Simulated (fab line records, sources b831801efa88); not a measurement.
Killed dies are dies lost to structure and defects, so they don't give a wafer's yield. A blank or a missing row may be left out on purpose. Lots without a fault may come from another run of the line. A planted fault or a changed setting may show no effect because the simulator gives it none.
fab line records | flow gf180mcu
record lots=5 wafers=15 last_day=32
route steps=602 shown NSD@240 PSD@248
lots that met no fault: from a run of the same line without faults
start_h: hours from the record's first day to the start of the lot's first wafer shown | wait_h: hours since the lot's step before | " the same as in the row above | L1.1+2: a row that stands for several wafers | - no value, or no start given | * or withheld: withheld | < > ~ a bound
route shown NAME@n: a module of which the file shows steps, and the number in the route of the first | usual: mean/standard deviation of fault-free wafers | same: alike in all rows | chamber/n: place in a boat | sites: the reading at each site | _std_site: their standard deviation | _edge_site: outer sites' mean less inner sites' | radius_mm: how far each site lies from the wafer's centre | mask NAME#n: copy n | behind: the tool/chamber that last shaped the wafer | hold: why the lot was held/for how many hours/how that ended | device: the transistor (n, p or np) that didn't switch | end of line: the same wafers' tests at the end of the route | a step without rows: its recipe alone | killed: dies lost to structure and defects at the first sort, not the wafer's yield | map: a wafer's dies, x killed, . not, _ none there
set.NAME: the setting as run; set.NAME@STEP: as run at that earlier step | model.NAME: the simulator's own value behind a step, which no gauge read
lots at some steps of the route; a table a step, a row a wafer
services: from which hour (start_h, from the record's first day; less than 0 if before it) a tool's chamber was out of use, for how many hours, and why
## steps
# step GF_NSD_PEB_05
# recipe temp_c=withheld time_s=* resist=NOVOLAK
# step GF_NSD_DEVELOP_06
# recipe develop_time_s=60 dev_temp_c=23
# step GF_NSD_CD_MEAS_07
# recipe target_cd_nm=400
# usual cd_nm=399.6/2.1
# columns lot.wafer tool chamber start_h wait_h cd_nm
L278.1 cd_sem-02 - 294.27 0.1 398.7
L278.2 " - " " 399.5
L278.3 " - " " 402.9
L282.1 cd_sem-02 - 325.99 0.1 397.1
L282.4 " - " " 398.1
L282.5 " - " " 400.9
L285.2 cd_sem-02 - 352.56 0.1 399.3
L285.3 " - " " 398.2
L285.6 " - " " 398.9
L292.2 cd_sem-01 - 412.86 0.1 402.1
L292.4 " - " " 401.6
L292.6 " - " " 399.3
L293.1 cd_sem-01 - 423.86 0.1 398.9
L293.4 " - " " 402.1
L293.5 " - " " 399.5
# step GF_NSD_OVL_MEAS_08
# usual NSD_OVL=-0.2/1.4
# columns lot.wafer tool chamber start_h wait_h NSD_OVL[nm]
L278.1 overlay-01 - 294.39 0.1 0.5
L278.2 " - " " -0.5
L278.3 " - " " 0.4
L282.1 overlay-02 - 326.11 0.1 -0.9
L282.4 " - " " 0.2
L282.5 " - " " -0.7
L285.2 overlay-01 - 352.66 0.1 1.0
L285.3 " - " " 0.0
L285.6 " - " " 1.2
L292.2 overlay-01 - 412.96 0.1 -0.3
L292.4 " - " " -1.4
L292.6 " - " " 0.3
L293.1 overlay-02 - 423.98 0.1 0.4
L293.4 " - " " -1.1
L293.5 " - " " 0.0
# step GF_NSD_IMPLANT_09
# recipe species=As energy_kev=60 dose_cm2=4e+15 tilt_deg=7
# step GF_NSD_IMPLANT_10
# recipe species=P energy_kev=40 dose_cm2=5e+14 tilt_deg=7
# step GF_NSD_STRIP_11
# recipe chemistry=O2/N2 power_w=1400 pressure_mtorr=1500 platen_temp_c=250 o2_flow_sccm=3000 n2_flow_sccm=300 overash_fraction=0.5
# usual drypump_motor_current_A=5.5/0.34 heater_power_w=335/55 oes_product_au=0.487/0.0045 platen_temp_c=250.01/0.17 strip_time_to_endpoint_s=22.96/0.041
# columns lot.wafer tool chamber start_h wait_h drypump_motor_current_A heater_power_w oes_product_au platen_temp_c rf_hours_counter_h strip_time_to_endpoint_s
L278.1 plasma_asher-03 1 294.72 0.1 5.9 434 0.481 250.00 49 22.99
L278.2 " 0 " " 5.4 282 0.486 249.58 49 22.99
L278.3 " 0 " " 5.4 286 0.489 249.85 - 22.96
L282.1 plasma_asher-04 1 326.44 0.1 6.1 270 0.485 250.06 69 23.02
L282.4 " 1 " " 6.1 278 0.491 249.94 - 23.02
L282.5 " 1 " " 6.0 272 0.487 250.02 - 22.95
L285.2 plasma_asher-04 1 352.99 0.1 6.0 276 0.479 249.71 72 22.97
L285.3 " 0 " " 5.2 326 0.477 250.00 - 22.94
L285.6 " 1 " " 6.0 275 0.488 250.04 - 22.98
L292.2 plasma_asher-02 0 413.29 0.1 5.0 308 0.486 249.74 79 23.01
L292.4 " 1 " " 5.6 344 0.484 250.09 - 23.05
L292.6 " 1 " " 5.6 353 0.487 250.21 - 23.02
L293.1 plasma_asher-03 0 424.32 0.1 5.4 284 0.498 250.26 62 22.97
L293.4 " 1 " " 5.9 442 0.485 250.12 - 22.91
L293.5 " 0 " " 5.4 281 0.487 250.20 - 22.94
# step GF_NSD_TW_MEAS_12
# usual NSD_TW=4231/28
# columns lot.wafer tool chamber start_h wait_h NSD_TW
L278.1 film_metro-03 - 294.82 0.1 4202
L278.2 " - " " 4194
L278.3 " - " " 4237
L282.1 film_metro-01 - 326.54 0.1 4196
L282.4 " - " " 4174
L282.5 " - " " 4214
L285.2 film_metro-03 - 353.10 0.1 4224
L285.3 " - " " 4226
L285.6 " - " " 4231
L292.2 film_metro-01 - 413.40 0.1 4222
L292.4 " - " " 4254
L292.6 " - " " 4223
L293.1 film_metro-01 - 424.42 0.1 4189
L293.4 " - " " 4208
L293.5 " - " " 4183
# step GF_PSD_DEHYDRATE_00
# recipe temp_c=200 time_s=60
# step GF_PSD_HMDS_01
# recipe prime_time_s=60 prime_temp_c=120
# step GF_PSD_COAT_02
# recipe resist=NOVOLAK spin_rpm=3000 resist_thk_nm=1000
# step GF_PSD_SOFTBAKE_03
# recipe temp_c=90 time_s=60 resist=NOVOLAK
# step GF_PSD_EXPOSE_04
# recipe mask_id=Pplus target_cd_nm=400 na=0.6 source_shape=conventional sigma_outer=0.6 dose_mj=140
# usual exposure_dose_mJ_cm2=139.97/0.14
# columns lot.wafer tool chamber start_h wait_h mask exposure_dose_mJ_cm2
L278.1 iline_stepper-02 0 305.03 - Pplus#0 140.00
L278.2 " 0 " " Pplus#0 139.94
L278.3 " 0 " " Pplus#0 140.05
L282.1 iline_stepper-02 0 337.22 - Pplus#0 139.90
L282.4 " 0 " " Pplus#0 139.94
L282.5 " 0 " " Pplus#0 139.82
L285.2 iline_stepper-01 0 363.99 - Pplus#0 139.78
L285.3 " 0 " " Pplus#0 139.98
L285.6 " 0 " " Pplus#0 139.99
L292.2 iline_stepper-01 0 424.77 - Pplus#0 139.97
L292.4 " 0 " " Pplus#0 140.10
L292.6 " 0 " " Pplus#0 139.81
L293.1 iline_stepper-02 0 436.60 - Pplus_R1#0 139.78
L293.4 " 0 " " Pplus_R1#0 139.76
L293.5 " 0 " " Pplus_R1#0 139.92
# step GF_PSD_PEB_05
# recipe temp_c=withheld time_s=* resist=NOVOLAK
# step GF_PSD_DEVELOP_06
# recipe develop_time_s=60 dev_temp_c=23
# step GF_PSD_CD_MEAS_07
# recipe target_cd_nm=400
# usual cd_nm=400.0/2.8
# columns lot.wafer tool chamber start_h wait_h cd_nm
L278.1 cd_sem-02 - 314.99 0.1 402.8
L278.2 " - " " 401.0
L278.3 " - " " 403.5
L282.1 cd_sem-01 - 347.58 0.1 400.3
L282.4 " - " " 396.9
L282.5 " - " " 400.9
L285.2 cd_sem-01 - 375.01 0.1 399.8
L285.3 " - " " 399.3
L285.6 " - " " 398.0
L292.2 cd_sem-01 - 436.79 0.1 396.5
L292.4 " - " " 398.2
L292.6 " - " " 400.6
L293.1 cd_sem-01 - 448.12 0.1 321.9
L293.4 " - " " 321.4
L293.5 " - " " 321.4
# step GF_PSD_OVL_MEAS_08
# usual PSD_OVL=0.6/1.4
# columns lot.wafer tool chamber start_h wait_h PSD_OVL[nm]
L278.1 overlay-02 - 315.11 0.1 -1.1
L278.2 " - " " -0.4
L278.3 " - " " 0.6
L282.1 overlay-02 - 347.70 0.1 -2.1
L282.4 " - " " -1.6
L282.5 " - " " -0.9
L285.2 overlay-01 - 375.11 0.1 -0.3
L285.3 " - " " -1.2
L285.6 " - " " -1.2
L292.2 overlay-02 - 436.90 0.1 2.2
L292.4 " - " " 1.0
L292.6 " - " " 1.9
L293.1 overlay-02 - 448.24 0.1 1.1
L293.4 " - " " 1.4
L293.5 " - " " 0.9
## services
# columns tool chamber start_h hours kind
plasma_asher-03 - 300.86 1.6 repair
plasma_asher-03 - 329.56 2.3 repair
iline_stepper-02 - 341.67 2.1 repair
iline_stepper-01 - 393.16 1.7 pm
iline_stepper-01 - 413.31 4.4 pm
plasma_asher-04 - 421.25 9.0 pm
plasma_asher-04 0 421.25 9.0 vent_cycle
plasma_asher-04 1 421.25 9.0 vent_cycle
plasma_asher-04 0 430.25 - clean
plasma_asher-04 1 430.25 - clean
## key
first_sign step=GF_PSD_EXPOSE_04 reading=mask direction=changed
effect step=GF_PSD_CD_MEAS_07 reading=cd_nm direction=down sigmas=28 usual=400.0 struck=321.5
met_at GF_PSD_EXPOSE_04
struck_wafers L293.1,L293.4,L293.5
sort_left_out L293.1,L293.4,L293.5
tester_left_out L293
onset_between 337.22 436.60
fault kind=wrong_mask tool=any chamber=- onset_h=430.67 steps=GF_PSD_EXPOSE_04 aux_copy=Pplus_R1#0 cd_offset_nm=-80 scope=struck_lots_only
# tester_left_out: of these lots the tester's yield and bins aren't shown, on N5 and GAA mostly nor the transistor test; their killed dies are dies lost to structure and defects alone, not to doping, threshold or leakage, so they don't give the yield
# sort_left_out: the simulated sort isn't trusted on such a fault, so these wafers' sort isn't shown, and their yield isn't known
